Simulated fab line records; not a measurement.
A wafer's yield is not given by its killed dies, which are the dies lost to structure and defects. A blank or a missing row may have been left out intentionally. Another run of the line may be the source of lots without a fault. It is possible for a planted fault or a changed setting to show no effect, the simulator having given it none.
Matching of chambers | flow gf180mcu | pecvd-04 running GF_V4_CVD_02: 3 sister chambers
The step deposits SiO2 from TEOS, target thk 850 nm, time 94.851 s. 22 wafers are shown with their chamber, then 11 later ones without.

EACH WAFER AND ITS CHAMBER
wafer  | chamber | heaterPowerOuterW (W) | heaterPowerW (W) | susceptorTempC (C)
L075.3 | 1       | 383                   | 667              | 399.84
L075.4 | 1       | 399                   | 694              | 399.67
L075.5 | 0       | 459                   | 804              | 399.77
L076.2 | 0       | 347                   | 655              | 399.75
L076.3 | 2       | 432                   | 685              | 400.02
L076.6 | 2       | 473                   | 775              | 399.82
L081.2 | 0       | 442                   | 764              | 400.03
L081.3 | 1       | 392                   | 668              | 399.98
L081.6 | 2       | 417                   | 669              | 399.85
L080.1 | 2       | 437                   | 698              | 400.15
L080.3 | 1       | 367                   | 651              | 400.27
L080.6 | 2       | 484                   | 765              | 399.86
L082.1 | 0       | 439                   | 721              | 399.85
L082.3 | 2       | 497                   | 799              | 399.91
L082.4 | 1       | 360                   | 656              | 400.09
L084.1 | 2       | 496                   | 758              | 399.74
L084.2 | 0       | 371                   | 657              | 400.14
L084.3 | 1       | 343                   | 625              | 399.67
L087.1 | 2       | 504                   | 782              | 399.69
L087.3 | 0       | 436                   | 757              | 400.22
L087.4 | 2       | 533                   | 814              | 399.88
L089.3 | 2       | 539                   | 821              | 400.19

SIGNATURES (means of the wafers above)
reading           | chamber 0 | chamber 1 | chamber 2 | scatter within a chamber
heaterPowerOuterW | 415.67    | 374.00    | 481.20    | 38.4
heaterPowerW      | 726.33    | 660.17    | 756.60    | 50
susceptorTempC    | 399.9600  | 399.9200  | 399.9110  | 0.195
Rule: a wafer lies at a distance from a chamber equal to the root of the sum of squares, over the readings, of (its reading less the chamber's mean, divided by the reading's scatter). If the next closest chamber is less than 2 further off than the closest, the wafer can't be placed; otherwise it belongs to the closest. How the scatter is found: for the shown wafers, subtract from each reading the mean of its chamber, square and add these, divide the total by (wafers less chambers), then take the root.

WAFERS WHOSE CHAMBER IS MISSING
wafer  | heaterPowerOuterW (W) | heaterPowerW (W) | susceptorTempC (C)
L089.4 | 366                   | 664              | 400.11
L089.6 | 410                   | 647              | 400.40
L090.1 | 338                   | 594              | 400.02
L090.5 | 403                   | 724              | 400.08
L090.6 | 525                   | 837              | 399.87
L094.3 | 494                   | 780              | 400.01
L094.4 | 410                   | 729              | 400.08
L094.6 | 408                   | 680              | 399.88
L096.2 | 448                   | 761              | 400.18
L096.3 | 321                   | 593              | 400.21
L096.4 | 500                   | 761              | 400.21

WHICH CHAMBER EACH ONE RAN IN
wafer  | from the rows above          | in truth
L089.4 | can't be placed: 1 or 0      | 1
L089.6 | can't be placed: 1 or 0 or 2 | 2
L090.1 | can't be placed: 1 or 0      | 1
L090.5 | can't be placed: 0 or 1 or 2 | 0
L090.6 | can't be placed: 2 or 0      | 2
L094.3 | can't be placed: 2 or 0      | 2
L094.4 | can't be placed: 0 or 1 or 2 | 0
L094.6 | can't be placed: 1 or 0 or 2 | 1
L096.2 | can't be placed: 0 or 2 or 1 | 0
L096.3 | can't be placed: 1 or 0      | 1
L096.4 | can't be placed: 2 or 0      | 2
Placed correctly: 0 of 11. Can't be placed from these rows: 11 (the true chamber is among the candidates in 11). Number placed wrongly: 0.
